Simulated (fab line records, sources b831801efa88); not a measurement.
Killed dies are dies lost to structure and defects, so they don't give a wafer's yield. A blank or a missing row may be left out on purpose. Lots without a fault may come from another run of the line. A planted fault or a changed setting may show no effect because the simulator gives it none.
One fault seen from 2 desks | flow gf180mcu | each desk has only its own numbers; what lay behind them comes last

THE TOOL OWNER'S DESK: implanter-04
The tool's own readings at GF_LVPWELL_IMPLANT_08: means of the sampled wafers that have a number, for each lot that ran on this tool. A lot is out of limits, marked OUT, if its mean lies more than 4 standard deviations from the usual mean; the brackets give that distance.
Columns: A = dose_ions_cm2 at GF_LVPWELL_IMPLANT_08, usual 1.4999e+13; B = faraday_current_uA at GF_LVPWELL_IMPLANT_08, usual 84.7
lot  | first seen here | A                            | B
L392 | day 4 06:40     | 1.4993e+13                   | 85.0
L395 | day 5 01:02     | 1.4982e+13                   | 84.7
L397 | day 5 11:20     | 1.4999e+13                   | 85.2
L400 | day 6 03:08     | 1.5003e+13                   | 85.4
L407 | day 7 20:43     | 2.9149e+13 (+99 or more) OUT | 166.5 (+48) OUT
L411 | day 8 18:44     | 2.9149e+13 (+99 or more) OUT | 164.3 (+47) OUT
This desk's finding: out of limits on L407, L411; first on L407, day 7 20:43 (dose_ions_cm2 at GF_LVPWELL_IMPLANT_08). In limits: L392, L395, L397, L400.

THE METROLOGY DESK
What the gauges read, lot by lot, whatever tool the lot ran on: means of the sampled wafers that have a number. A lot is out of limits, marked OUT, if its mean lies more than 4 standard deviations from the usual mean; the brackets give that distance.
Columns: A = INCOMING_BOW at GF_STI_BOW_MEAS_00, usual 0 um; B = LVPWELL_TW at GF_LVPWELL_TW_MEAS_11, usual 558; C = LVPWELL_RS at GF_VT_IMPLANT_RS_MEAS_48, usual 1197 ohm/sq
lot  | first seen here | A  | B             | C
L392 | day 1 20:01     | 0  | 562           | 1198
L395 | day 2 11:00     | -1 | 561           | 1197
L397 | day 2 21:00     | -0 | 557           | 1201
L398 | day 3 02:00     | 3  | 558           | 1199
L400 | day 3 12:01     | 6  | 562           | 1195
L401 | day 3 17:01     | -3 | 562           | 1198
L406 | day 4 18:00     | 2  | 557           | 1197
L407 | day 4 23:01     | -3 | 669 (+28) OUT | 852 (-99 or more) OUT
L411 | day 5 19:00     | 3  | 657 (+25) OUT | 854 (-99 or more) OUT
L412 | day 6 00:00     | -6 | 559           | 1198
L413 | day 6 05:00     | 4  | 557           | 1195
This desk's finding: out of limits on L407, L411; first on L407, day 7 21:06 (LVPWELL_TW at GF_LVPWELL_TW_MEAS_11). In limits: L392, L395, L397, L398, L400, L401, L406, L412, L413.

PUT TOGETHER
The tool owner's desk could have raised an alarm at day 7 20:43, on L407, L411.
The metrology desk could have raised an alarm at day 7 21:06, on L407, L411.
Of the lots named, all ran GF_LVPWELL_IMPLANT_08 on implanter-04.

WHAT THE SIMULATOR HAD PUT IN
Process parameter drift: implanter-04, from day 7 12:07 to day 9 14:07, at GF_LVPWELL_IMPLANT_08. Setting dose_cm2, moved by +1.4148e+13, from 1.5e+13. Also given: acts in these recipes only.
Lots struck among those shown: L407, L411.
Hours from the fault's start to each desk's first reading out of limits: the tool owner's desk, 9; the metrology desk, 9.
